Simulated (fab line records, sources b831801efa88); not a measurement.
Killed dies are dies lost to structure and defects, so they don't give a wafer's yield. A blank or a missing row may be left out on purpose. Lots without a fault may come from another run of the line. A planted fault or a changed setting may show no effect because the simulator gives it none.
fab line records | flow gf180mcu
record lots=12 wafers=36 last_day=34
route steps=602 shown VT_IMPLANT@97 HV_LDD@231 NSD@244 CONTACT@289
lots that met no fault: from a run of the same line without faults
start_h: hours from the record's first day to the start of the lot's first wafer shown | wait_h: hours since the lot's step before | " the same as in the row above | L1.1+2: a row that stands for several wafers | - no value, or no start given | * or withheld: withheld | < > ~ a bound
route shown NAME@n: a module of which the file shows steps, and the number in the route of the first | usual: mean/standard deviation of fault-free wafers | same: alike in all rows | chamber/n: place in a boat | sites: the reading at each site | _std_site: their standard deviation | _edge_site: outer sites' mean less inner sites' | radius_mm: how far each site lies from the wafer's centre | mask NAME#n: copy n | behind: the tool/chamber that last shaped the wafer | hold: why the lot was held/for how many hours/how that ended | device: the transistor (n, p or np) that didn't switch | end of line: the same wafers' tests at the end of the route | a step without rows: its recipe alone | killed: dies lost to structure and defects at the first sort, not the wafer's yield | map: a wafer's dies, x killed, . not, _ none there
set.NAME: the setting as run; set.NAME@STEP: as run at that earlier step | model.NAME: the simulator's own value behind a step, which no gauge read
steps of the route over a sample of lots; a table a step, a row a wafer
services: from which hour (start_h, from the record's first day; less than 0 if before it) a tool's chamber was out of use, for how many hours, and why
## steps
# step GF_VT_IMPLANT_OVL_MEAS_07
# usual VT_IMPLANT_OVL=0.0/1.3
# columns lot.wafer tool chamber start_h wait_h VT_IMPLANT_OVL[nm]
L394.1 overlay-02 - 117.37 0.1 2.3
L394.2 " - " " 0.7
L394.3 " - " " 0.1
L396.3 overlay-01 - 126.74 0.1 -0.8
L396.5 " - " " -1.1
L396.6 " - " " -0.5
L398.2 overlay-02 - 139.83 0.1 -0.2
L398.3 " - " " 2.3
L398.5 " - " " 0.0
L399.4 overlay-01 - 144.94 0.1 1.6
L399.5 " - " " 1.0
L399.6 " - " " 0.1
L400.1 overlay-01 - 150.12 0.1 2.2
L400.2 " - " " 1.6
L400.4 " - " " 3.2
L408.2 overlay-01 - 207.04 0.1 -0.9
L408.3 " - " " -0.5
L408.6 " - " " -1.0
L409.2 overlay-01 - 217.79 0.1 -2.7
L409.5 " - " " -2.5
L409.6 " - " " -1.4
L410.1 overlay-01 - 230.82 0.1 -2.1
L410.2 " - " " 0.3
L410.3 " - " " -1.0
L412.2 overlay-01 - 245.27 0.1 0.8
L412.4 " - " " 0.5
L412.5 " - " " 2.1
L413.2 overlay-01 - 245.92 0.1 1.5
L413.3 " - " " -0.5
L413.4 " - " " 0.2
L416.1 overlay-02 - 256.18 0.1 -0.5
L416.4 " - " " -0.8
L416.6 " - " " 0.4
L414.2 overlay-02 - 256.59 0.1 -0.8
L414.3 " - " " -0.2
L414.5 " - " " -1.7
# step GF_HV_LDD_THK_MEAS_55
# recipe reads=SiO2_of_HV_LDD_CVD_54
# usual HV_LDD_CVD_54_THK=9.99/0.12
# columns lot.wafer tool chamber start_h wait_h HV_LDD_CVD_54_THK[nm]
L394.1 film_metro-03 - 279.17 0.0 9.99
L394.2 " - " " 10.00
L394.3 " - " " 10.03
L396.3 film_metro-02 - 297.68 0.0 10.14
L396.5 " - " " 10.16
L396.6 " - " " 10.09
L398.2 film_metro-04 - 309.23 0.0 9.81
L398.3 " - " " 9.75
L398.5 " - " " 9.83
L399.4 film_metro-04 - 314.52 0.0 10.09
L399.5 " - " " 10.03
L399.6 " - " " 10.08
L400.1 film_metro-04 - 321.65 0.0 9.94
L400.2 " - " " 9.90
L400.4 " - " " 9.97
L408.2 film_metro-03 - 405.80 0.0 9.96
L408.3 " - " " 10.00
L408.6 " - " " 9.99
L409.2 film_metro-04 - 416.46 0.0 9.77
L409.5 " - " " 9.80
L409.6 " - " " 9.78
L410.1 film_metro-02 - 436.14 0.0 9.97
L410.2 " - " " 10.01
L410.3 " - " " 10.05
L412.2 film_metro-02 - 451.77 0.0 9.95
L412.4 " - " " 10.01
L412.5 " - " " 10.12
L413.2 film_metro-03 - 460.32 0.0 10.19
L413.3 " - " " 10.09
L413.4 " - " " 10.11
L416.1 film_metro-03 - 471.13 0.0 10.08
L416.4 " - " " 10.05
L416.6 " - " " 10.23
L414.2 film_metro-02 - 472.16 0.0 9.85
L414.3 " - " " 10.03
L414.5 " - " " 9.93
# step GF_NSD_IMPLANT_09
# recipe species=As energy_kev=60 dose_cm2=4e+15 tilt_deg=7
# usual beam_on_s=19.2/1.3 dose_ions_cm2=4e+15/3.8e+12 faraday_current_uA=11456/740
# columns lot.wafer tool chamber start_h wait_h beam_on_s dose_ions_cm2 faraday_current_uA
L394.1 implanter-04 0 301.34 0.0 21.4 3.992e+15 10285
L394.2 " 0 " " 21.0 3.992e+15 10513
L394.3 " 0 " " 21.4 3.998e+15 10302
L396.3 implanter-03 0 318.92 0.1 18.1 4.008e+15 12090
L396.5 " 0 " " 17.9 4.01e+15 12201
L396.6 " 0 " " 18.1 4.003e+15 12038
L398.2 implanter-03 0 331.77 0.0 11.7 2.544e+15 11829
L398.3 " 0 " " 11.5 2.549e+15 12021
L398.5 " 0 " " 11.4 2.545e+15 12224
L399.4 implanter-04 0 336.70 0.1 21.8 4.005e+15 10105
L399.5 " 0 " " 21.9 4.005e+15 10089
L399.6 " 0 " " 21.3 4.013e+15 10298
L400.1 implanter-03 0 344.82 0.0 11.7 2.54e+15 11807
L400.2 " 0 " " 11.6 2.546e+15 12015
L400.4 " 0 " " 12.0 2.544e+15 11632
L408.2 implanter-03 0 430.61 0.0 18.1 4.003e+15 12059
L408.3 " 0 " " 18.1 3.999e+15 12139
L408.6 " 0 " " 18.0 3.998e+15 12101
L409.2 implanter-02 0 441.16 0.0 18.4 4.001e+15 11844
L409.5 " 0 " " 18.6 4.001e+15 11786
L409.6 " 0 " " 18.6 4.003e+15 11787
L410.1 implanter-03 0 461.88 0.0 18.6 4.005e+15 11783
L410.2 " 0 " " 17.7 4e+15 12307
L410.3 " 0 " " 18.4 3.998e+15 11866
L412.2 implanter-03 0 477.21 0.0 17.5 4.007e+15 12510
L412.4 " 0 " " 18.0 4.001e+15 12182
L412.5 " 0 " " 18.3 3.996e+15 11944
L413.2 implanter-03 0 486.06 0.0 18.5 4e+15 11838
L413.3 " 0 " " 18.2 4e+15 11988
L413.4 " 0 " " 18.3 3.996e+15 11985
L416.1 implanter-04 0 496.23 0.0 20.9 3.999e+15 10519
L416.4 " 0 " " 21.2 3.997e+15 10351
L416.6 " 0 " " 21.9 3.997e+15 9976
L414.2 implanter-04 0 497.21 0.0 20.7 3.998e+15 10578
L414.3 " 0 " " 21.9 3.999e+15 10055
L414.5 " 0 " " 21.0 4.003e+15 10403
# step GF_NSD_STRIP_11
# recipe chemistry=O2/N2 power_w=1400 pressure_mtorr=1500 platen_temp_c=250 o2_flow_sccm=3000 n2_flow_sccm=300 overash_fraction=0.5
# usual drypump_motor_current_A=5.7/0.47 heater_power_w=338/22 oes_product_au=0.487/0.005 strip_time_to_endpoint_s=22.942/0.029
# columns lot.wafer tool chamber start_h wait_h drypump_motor_current_A heater_power_w oes_product_au rf_hours_counter_h strip_time_to_endpoint_s
L394.1 plasma_asher-01 0 301.64 0.1 6.5 340 0.484 65 22.972
L394.2 " 1 " " 6.3 368 0.484 65 22.945
L394.3 " 0 " " 6.5 339 0.486 - 22.937
L396.3 plasma_asher-02 1 319.21 0.1 5.9 316 0.494 - 22.953
L396.5 " 1 " " 5.9 320 0.483 - 22.949
L396.6 " 0 " " 5.1 329 0.481 - 22.928
L398.2 plasma_asher-01 0 332.04 0.1 6.5 339 0.506 68 21.297
L398.3 " 1 " " 6.3 365 0.509 - 21.253
L398.5 " 0 " " 6.5 339 0.513 - 21.227
L399.4 plasma_asher-02 0 336.96 0.1 5.2 335 0.482 - 22.964
L399.5 " 1 " " 5.9 320 0.488 - 22.973
L399.6 " 0 " " 5.2 343 0.486 - 22.941
L400.1 plasma_asher-03 1 345.12 0.1 5.3 318 0.511 57 21.191
L400.2 " 0 " " 5.5 366 0.514 57 21.200
L400.4 " 1 " " 5.3 306 0.509 - 21.244
L408.2 plasma_asher-01 1 430.88 0.1 6.3 369 0.485 78 22.942
L408.3 " 0 " " 6.5 340 0.481 - 22.928
L408.6 " 0 " " 6.5 341 0.479 - 22.917
L409.2 plasma_asher-02 1 441.44 0.1 5.9 315 0.494 34 22.966
L409.5 " 0 " " 5.2 336 0.490 - 22.971
L409.6 " 1 " " 5.9 321 0.484 - 22.969
L410.1 plasma_asher-01 0 462.18 0.1 6.5 338 0.485 81 22.956
L410.2 " 1 " " 6.3 356 0.491 81 22.946
L410.3 " 1 " " 6.3 362 0.482 - 22.940
L412.2 plasma_asher-03 1 477.48 0.1 5.3 308 0.482 70 22.899
L412.4 " 1 " " 5.3 318 0.488 - 22.893
L412.5 " 1 " " 5.3 314 0.489 - 22.933
L413.2 plasma_asher-02 1 486.34 0.1 5.9 320 0.491 39 22.965
L413.3 " 1 " " 5.9 327 0.487 - 22.951
L413.4 " 0 " " 5.2 340 0.488 - 22.914
L416.1 plasma_asher-03 1 496.53 0.1 5.3 314 0.488 72 22.961
L416.4 " 0 " " 5.5 363 0.474 - 22.938
L416.6 " 0 " " 5.5 373 0.482 - 22.936
L414.2 plasma_asher-03 0 497.48 0.1 5.6 368 0.491 72 22.943
L414.3 " 0 " " 5.5 358 0.490 - 22.941
L414.5 " 1 " " 5.3 319 0.495 - 22.937
# step GF_PSD_RS_MEAS_14
# recipe thk_meas_gauge=four-point-probe
# usual NSD_RS=46.13/0.084
# columns lot.wafer tool chamber start_h wait_h NSD_RS[ohm/sq]
L394.1 film_metro-04 - 322.48 0.1 46.02
L394.2 " - " " 46.05
L394.3 " - " " 46.15
L396.3 film_metro-01 - 340.46 0.1 46.15
L396.5 " - " " 46.26
L396.6 " - " " 46.20
L398.2 film_metro-01 - 353.40 0.1 49.76
L398.3 " - " " 49.74
L398.5 " - " " 49.63
L399.4 film_metro-02 - 357.68 0.1 46.10
L399.5 " - " " 46.09
L399.6 " - " " 46.05
L400.1 film_metro-02 - 366.13 0.1 49.86
L400.2 " - " " 49.74
L400.4 " - " " 49.69
L408.2 film_metro-02 - 454.94 0.1 46.36
L408.3 " - " " 46.23
L408.6 " - " " 46.19
L409.2 film_metro-04 - 465.29 0.1 46.04
L409.5 " - " " 46.08
L409.6 " - " " 46.08
L410.1 film_metro-04 - 485.77 0.1 46.08
L410.2 " - " " 46.13
L410.3 " - " " 46.01
L412.2 film_metro-01 - 501.95 0.1 46.11
L412.4 " - " " 46.07
L412.5 " - " " 46.14
L413.2 film_metro-01 - 510.50 0.1 46.04
L413.3 " - " " 46.22
L413.4 " - " " 46.17
L416.1 film_metro-02 - 520.09 0.1 46.24
L416.4 " - " " 46.23
L416.6 " - " " 46.16
L414.2 film_metro-02 - 521.33 0.1 46.04
L414.3 " - " " 46.13
L414.5 " - " " 46.22
# step GF_CONTACT_CVD_02
# recipe material=SiO2 target_thk_nm=860 precursor=TEOS temp_c=400 time_s=95.992 rf_w=600
# usual heater_power_w=706/74 susceptor_temp_C=400.01/0.23
# columns lot.wafer tool chamber start_h wait_h heater_power_w susceptor_temp_C
L394.1 pecvd-04 2 344.04 0.1 650 400.10
L394.2 " 0 " " 807 399.93
L394.3 " 1 " " 581 399.76
L396.3 pecvd-04 2 363.01 0.0 807 400.03
L396.5 " 2 " " 659 400.07
L396.6 " 0 " " 799 399.56
L398.2 pecvd-01 2 376.11 0.0 792 399.94
L398.3 " 0 " " 613 400.16
L398.5 " 1 " " 645 400.16
L399.4 pecvd-01 1 381.00 0.1 640 400.08
L399.5 " 2 " " 767 399.80
L399.6 " 0 " " 679 400.11
L400.1 pecvd-01 1 389.59 0.1 793 399.86
L400.2 " 0 " " 640 400.04
L400.4 " 2 " " 637 400.14
L408.2 pecvd-01 0 479.30 0.0 609 399.60
L408.3 " 1 " " 687 400.05
L408.6 " 0 " " 644 399.82
L409.2 pecvd-04 2 490.69 0.0 701 400.57
L409.5 " 1 " " 662 399.96
L409.6 " 2 " " 763 400.02
L410.1 pecvd-01 1 510.51 0.1 786 400.05
L410.2 " 0 " " 647 399.73
L410.3 " 2 " " 764 400.09
L412.2 pecvd-04 0 526.20 0.0 732 400.07
L412.4 " 1 " " 696 400.49
L412.5 " 0 " " 751 399.83
L413.2 pecvd-04 1 533.15 0.0 668 399.93
L413.3 " 0 " " 654 400.17
L413.4 " 2 " " 735 399.66
L416.1 pecvd-04 2 543.86 0.1 754 400.17
L416.4 " 1 " " 533 399.99
L416.6 " 0 " " 647 399.81
L414.2 pecvd-04 1 545.09 0.0 643 399.66
L414.3 " 2 " " 798 400.27
L414.5 " 2 " " 822 400.32
## services
# columns tool chamber start_h hours kind
plasma_asher-03 - 281.20 7.0 repair
implanter-03 - 301.53 4.3 pm
implanter-02 - 308.93 1.4 repair
plasma_asher-02 - 312.78 3.6 repair
implanter-03 - 335.77 1.5 repair
pecvd-01 - 350.74 5.5 pm
implanter-02 - 358.64 3.8 pm
plasma_asher-01 - 365.15 2.8 pm
plasma_asher-03 - 375.55 15.6 pm
implanter-03 - 391.83 3.4 repair
implanter-02 - 411.02 1.0 repair
pecvd-04 - 411.18 14.6 pm
implanter-02 - 422.30 1.5 repair
implanter-04 - 444.51 2.1 repair
implanter-04 - 460.87 2.3 pm
implanter-04 - 468.35 1.9 repair
implanter-03 - 496.18 5.5 repair
implanter-03 - 500.43 4.2 repair
implanter-02 - 516.82 5.2 repair
pecvd-01 2 519.22 23.0 repair
pecvd-01 0 522.41 5.1 repair
plasma_asher-02 - 535.89 0.6 repair
## key
first_sign step=GF_NSD_IMPLANT_09 reading=dose_ions_cm2 direction=down sigmas=99+ usual=4e+15 struck=2.545e+15
effect step=GF_NSD_IMPLANT_09 reading=beam_on_s direction=down sigmas=5.7 usual=19.2 struck=11.6
effect step=GF_NSD_STRIP_11 reading=strip_time_to_endpoint_s direction=down sigmas=60 usual=* struck=*
effect step=GF_PSD_RS_MEAS_14 reading=NSD_RS direction=up sigmas=43 usual=46.13 struck=49.74
met_at GF_NSD_IMPLANT_09
struck_lots L398,L400
tester_left_out L398,L400
not_acting_at GF_VT_IMPLANT_OVL_MEAS_07,GF_HV_LDD_THK_MEAS_55,GF_CONTACT_CVD_02
onset_between 318.92 331.77
fault kind=process_parameter_drift tool=implanter-03 chamber=- onset_h=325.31 steps=GF_NSD_IMPLANT_09 channel=dose_cm2 offset=-1.452e+15 shape=step end_h=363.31 acts_in=these_recipes_only stated=4e+15
# tester_left_out: of these lots the tester's yield and bins aren't shown, on N5 and GAA mostly nor the transistor test; their killed dies are dies lost to structure and defects alone, not to doping, threshold or leakage, so they don't give the yield
